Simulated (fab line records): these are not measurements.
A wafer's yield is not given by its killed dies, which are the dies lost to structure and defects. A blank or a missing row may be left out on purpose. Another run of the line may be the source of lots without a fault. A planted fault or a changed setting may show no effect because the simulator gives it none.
One fault seen from 2 desks || flow sky130 || only its own numbers are on each desk; what lay behind them is given at the end

DESK OF THE TOOL OWNER: iline_stepper-01
The tool's own readings at SKY_VIA4_EXPOSE_08 (exposes mask VIM4, target cd 800 nm): means of the sampled wafers that have a number, for each lot that ran on this tool. If a lot's mean is further than 4 standard deviations from the usual mean, the lot is out of limits and carries the mark OUT (the distance appears in the brackets).
Columns: A = focus_offset_nm at SKY_VIA4_EXPOSE_08, usual -0.1 nm; B = reticle_temp_C at SKY_VIA4_EXPOSE_08, usual 23.00 C; C = stage_vel_mm_s at SKY_VIA4_EXPOSE_08, usual 500.01 mm/s
{"lot": "L826", "first seen here": "day 42 22:26", "A": -0.0, "B": 23.13, "C": 500.02}
{"lot": "L840", "first seen here": "day 46 23:55", "A": -0.3, "B": 22.76, "C": 500.05}
{"lot": "L845", "first seen here": "day 47 14:08", "A": -0.5, "B": 23.08, "C": 500.30}
{"lot": "L847", "first seen here": "day 48 08:25", "A": 0.0, "B": 22.95, "C": 500.11}
This desk found nothing out of limits on any of the 4 lots.

THE METROLOGY DESK
Lot by lot, what the gauges showed, no matter which tool ran the lot: averages of those sampled wafers that carry a number. If a lot's mean is further than 4 standard deviations from the usual mean, the lot is out of limits and carries the mark OUT (the distance appears in the brackets).
Columns: A = VIA4_HDPCVD_THK at SKY_VIA4_THK_MEAS_01, usual 1754 nm; B = VIA4_BOW at SKY_VIA4_BOW_MEAS_03, usual 78 um; C = VIA4_OVL at SKY_VIA4_OVL_MEAS_11, usual 0.5 nm
{"lot": "L826", "first seen here": "day 42 10:15", "A": 1743, "B": 83, "C": 1.6}
{"lot": "L838", "first seen here": "day 45 22:52", "A": 1772, "B": 66, "C": -1.0}
{"lot": "L840", "first seen here": "day 46 12:55", "A": 1761, "B": 73, "C": 0.1}
{"lot": "L844", "first seen here": "day 47 01:19", "A": 1745, "B": 73, "C": 0.5}
{"lot": "L845", "first seen here": "day 47 03:43", "A": 1754, "B": 83, "C": -0.6}
{"lot": "L847", "first seen here": "day 47 22:48", "A": 1725, "B": 88, "C": 1.3}
This desk found nothing out of limits on any of the 6 lots.

TAKEN TOGETHER
Nothing out of limits was seen by the tool owner's desk.
The metrology desk saw nothing out of limits.

WHAT HAD BEEN PUT IN BY THE SIMULATOR
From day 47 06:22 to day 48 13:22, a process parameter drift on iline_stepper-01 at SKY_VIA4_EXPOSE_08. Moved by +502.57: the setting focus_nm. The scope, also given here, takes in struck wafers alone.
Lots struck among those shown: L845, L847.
